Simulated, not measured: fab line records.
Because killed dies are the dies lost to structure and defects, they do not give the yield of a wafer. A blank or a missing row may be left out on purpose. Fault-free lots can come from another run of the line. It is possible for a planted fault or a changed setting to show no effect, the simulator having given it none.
Which tool did it? / flow gf180mcu / 6 lots with 17 wafers sampled at 2 steps, on a route of 602 steps

== WHAT THE GAUGES SHOWED, per wafer ==
GF_SAB_THK_MEAS_01.
lot=L847; measured=day 14 14:28; on=film_metro-03; SAB_CVD_00_THK (nm)=49.8 49.4 50.3
lot=L853; measured=day 16 17:02; on=film_metro-01; SAB_CVD_00_THK (nm)=48.0 49.6 49.3
lot=L859; measured=day 18 20:11; on=film_metro-02; SAB_CVD_00_THK (nm)=50.0 47.1
lot=L862; measured=day 19 18:43; on=film_metro-03; SAB_CVD_00_THK (nm)=48.6 48.7 49.9
lot=L866; measured=day 21 02:37; on=film_metro-03; SAB_CVD_00_THK (nm)=49.5 49.2 50.3
lot=L868; measured=day 21 20:08; on=film_metro-03; SAB_CVD_00_THK (nm)=48.5 49.2 50.4

== TOOL THAT RAN EACH LOT (tool first, then ch and the chambers of the sampled wafers, then the start) ==
lot=L847; GF_SAB_CVD_00=pecvd-02 ch 0,2, day 14 14:27
lot=L853; GF_SAB_CVD_00=pecvd-01 ch 0,1,2, day 16 16:59
lot=L859; GF_SAB_CVD_00=pecvd-01 ch 0,1, day 18 20:09
lot=L862; GF_SAB_CVD_00=pecvd-04 ch 0,1, day 19 18:41
lot=L866; GF_SAB_CVD_00=pecvd-02 ch 1,2, day 21 02:35
lot=L868; GF_SAB_CVD_00=pecvd-04 ch 0,1,2, day 21 20:06
- GF_SAB_CVD_00: deposits SiO2 from TEOS, target thk 50 nm, time 4.9302 s.

== THE ANSWER, worked out from the rows above alone ==
Rule: the lots themselves supply what counts as usual. Put in order of their means at a reading, lots are off if they are a third of the lots or fewer, leave a main group of 4 or more, and stand apart from it by a gap of 3 or more times the standard deviation of the main group's means; of several such gaps the widest counts. Not used: any main group whose means are identical at the precision the tables above print for the reading. A lot without any number at a reading at which 4 lots or more have one is off too. Any other lot the step has rows for is counted as sound.
Across all readings shown, no lot is off: no conclusion can be drawn from this.

== WHAT HAD BEEN PUT IN BY THE SIMULATOR ==
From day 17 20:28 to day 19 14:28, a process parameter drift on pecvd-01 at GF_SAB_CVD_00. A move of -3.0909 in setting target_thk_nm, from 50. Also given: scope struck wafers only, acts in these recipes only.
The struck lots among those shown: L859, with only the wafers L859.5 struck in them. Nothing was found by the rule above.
